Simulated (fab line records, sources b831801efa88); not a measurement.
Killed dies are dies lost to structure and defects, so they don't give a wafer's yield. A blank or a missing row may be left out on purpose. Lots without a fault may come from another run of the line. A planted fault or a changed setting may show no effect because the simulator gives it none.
Problem report in the 8D (eight disciplines) form, filled by code | flow gf180mcu | the parts of the form that need people (team, actions taken, sign-off) are left out

1. THE PROBLEM
chamber_pressure_Torr at GF_V2_CVD_23 reads a mean of 37.45 Torr on 4 wafers of 2 lots; wafers without a fault read 40.01 Torr with a standard deviation of 0.075. That is -34 standard deviations from the usual mean.
The step: deposits W, target thk 350 nm, time 104.94 s.
First seen on wafer L385.6, day 25 06:22, on cvd_w-01. The record holds 40 wafers of 14 lots with a number at this step. Rule for "out", or "out of limits": more than 4 standard deviations from the usual mean. The other wafers with a number count as sound.

2. WHAT IT IS AND WHAT IT IS NOT
question                    | is                     | is not
which readings at this step | chamber_pressure_Torr  | heater_power_w
which lots                  | L385, L388             | L373, L374, L375, L378, L379, L380, L381, L382, L383, L393, L394, L395
which wafers of those lots  | all that have a number | -
read on which tools         | cvd_w-01               | cvd_w-02
when                        | from day 25 06:22      | up to then (27 sound wafers); but 9 sound wafers of L393, L394, L395 came after

3. SUSPECTS, AND WHAT RULES EACH OUT
Counting: a tool at a process step up to the reading stays a suspect if it ran every lot that is out and no sound lot after the first of them.
- cvd_w-01 at GF_V2_CVD_23 (deposits W, target thk 350 nm, time 104.94 s): kept. It ran every lot that is out, first L385 (day 25 06:22), and no sound lot after that; its last sound lot up to then is L383 (day 24 09:49). Its own readings are out on those wafers: chamber_pressure_Torr.
Left after counting: cvd_w-01 at GF_V2_CVD_23.

4. THE CAUSE (what the simulator had put in)
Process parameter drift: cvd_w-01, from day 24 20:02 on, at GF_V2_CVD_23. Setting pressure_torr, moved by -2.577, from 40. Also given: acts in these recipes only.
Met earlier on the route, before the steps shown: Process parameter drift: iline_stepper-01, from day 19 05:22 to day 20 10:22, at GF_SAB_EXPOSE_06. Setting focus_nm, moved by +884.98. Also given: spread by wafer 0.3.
Counting left only this tool.

5. THE CHAIN OF EFFECTS, in route order
Each row: a reading whose mean over the struck wafers that have a number lies more than 3 standard deviations from the usual. Only readings for which the record gives a usual standard deviation are gone through. hours: the time from each lot's start at the first step in this table that gives one to its start at this step, as a median over the lots. sigmas: the change in usual standard deviations.
hours | step         | reading               | usual      | on struck wafers | change | sigmas
0     | GF_V2_CVD_23 | chamber_pressure_Torr | 40.01 Torr | 37.45            | -2.55  | -34
The process steps in it:
- GF_V2_CVD_23: deposits W, target thk 350 nm, time 104.94 s.
Later measuring or inspecting steps at which every struck wafer that the step has a row for has a number for every such reading, and none has moved that far: GF_M3_RS_MEAS_05.

6. WHAT WOULD HAVE CAUGHT IT SOONER
In this record the first reading out of limits was taken at day 25 06:22, 10 hours after the fault began at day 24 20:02.
